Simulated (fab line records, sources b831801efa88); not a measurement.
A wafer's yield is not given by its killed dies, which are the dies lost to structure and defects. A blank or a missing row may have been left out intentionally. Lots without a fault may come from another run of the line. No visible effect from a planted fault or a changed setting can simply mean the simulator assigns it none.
A lot that was struck, set against a sound lot	flow sky130	12 steps out of a route of 708
Sound: these wafers, L876.1, L876.5, L876.6. Struck: wafers L875.3, L875.5, L875.6. The cause is named last.
Order at every step that has rows: each side's tool, ch and its chambers, its first start. Under that, the readings that differ: sound wafers	struck wafers	difference of the means	sigmas: that difference in standard deviations of wafers without a fault.
alike: readings whose means differ by less than 2 such deviations, and words and numbers that are the same on both sides. not compared: withheld readings, readings that some wafer has no value for, bounds like >300 that may hide the same value, and numbers for which the record gives no deviation and whose values overlap.
The two part at a step that has a row with sigmas, a row that says differs or no value, or rows on one side only. Numbers that have no deviation but don't overlap get no sigmas and don't part them. Lack of a reading on every wafer of one side parts them only where that side has two or more wafers.

SKY_FIELD_ISO_BOW_MEAS_00:
  sound: film metro-03 at day 5 04:00; struck: film metro-04 at day 4 23:02
  alike: INCOMING_BOW
then, 1 step without rows for these wafers: SKY_FIELD_ISO_OXIDATION_01 (stabilise 600 s, purge 300 s, target thk 12 nm).
SKY_FIELD_ISO_THK_MEAS_02:
  sound: film metro-03 at day 5 05:38; struck: film metro-03 at day 5 00:57
  alike: FIELD_ISO_OXIDATION_00_THK
then, 1 step without rows for these wafers: SKY_FIELD_ISO_CVD_03 (deposits Si3N4 from DCS/NH3, target thk 165 nm, time 2830 s).
SKY_FIELD_ISO_THK_MEAS_04:
  sound: film metro-03 at day 5 07:29; struck: film metro-03 at day 5 05:07
  alike: FIELD_ISO_CVD_03_THK
then, 5 steps without rows for these wafers: SKY_FIELD_ISO_DEHYDRATE_05 (time 60 s); SKY_FIELD_ISO_HMDS_06 (prime time 60 s); SKY_FIELD_ISO_COAT_07 (resist thk 60 nm); SKY_FIELD_ISO_COAT_08 (resist thk 450 nm); SKY_FIELD_ISO_SOFTBAKE_09 (time 90 s).
SKY_FIELD_ISO_EXPOSE_10: exposes mask FOM, target cd 150 nm.
  struck on krf scanner-02, day 5 14:50; sound on krf scanner-02 ch 0, day 5 17:40
  no value came back on the struck wafers for exposure dose mJ cm2, focus offset nm (nm); on the sound wafers exposure dose mJ cm2 reads 27.98 27.95 27.95
  alike: mask
next, for these wafers, 1 step has no rows: SKY_FIELD_ISO_PEB_11.

WHERE THEY PART
Within this record, at SKY_FIELD_ISO_EXPOSE_10 only.

WHY: what had been put in by the simulator
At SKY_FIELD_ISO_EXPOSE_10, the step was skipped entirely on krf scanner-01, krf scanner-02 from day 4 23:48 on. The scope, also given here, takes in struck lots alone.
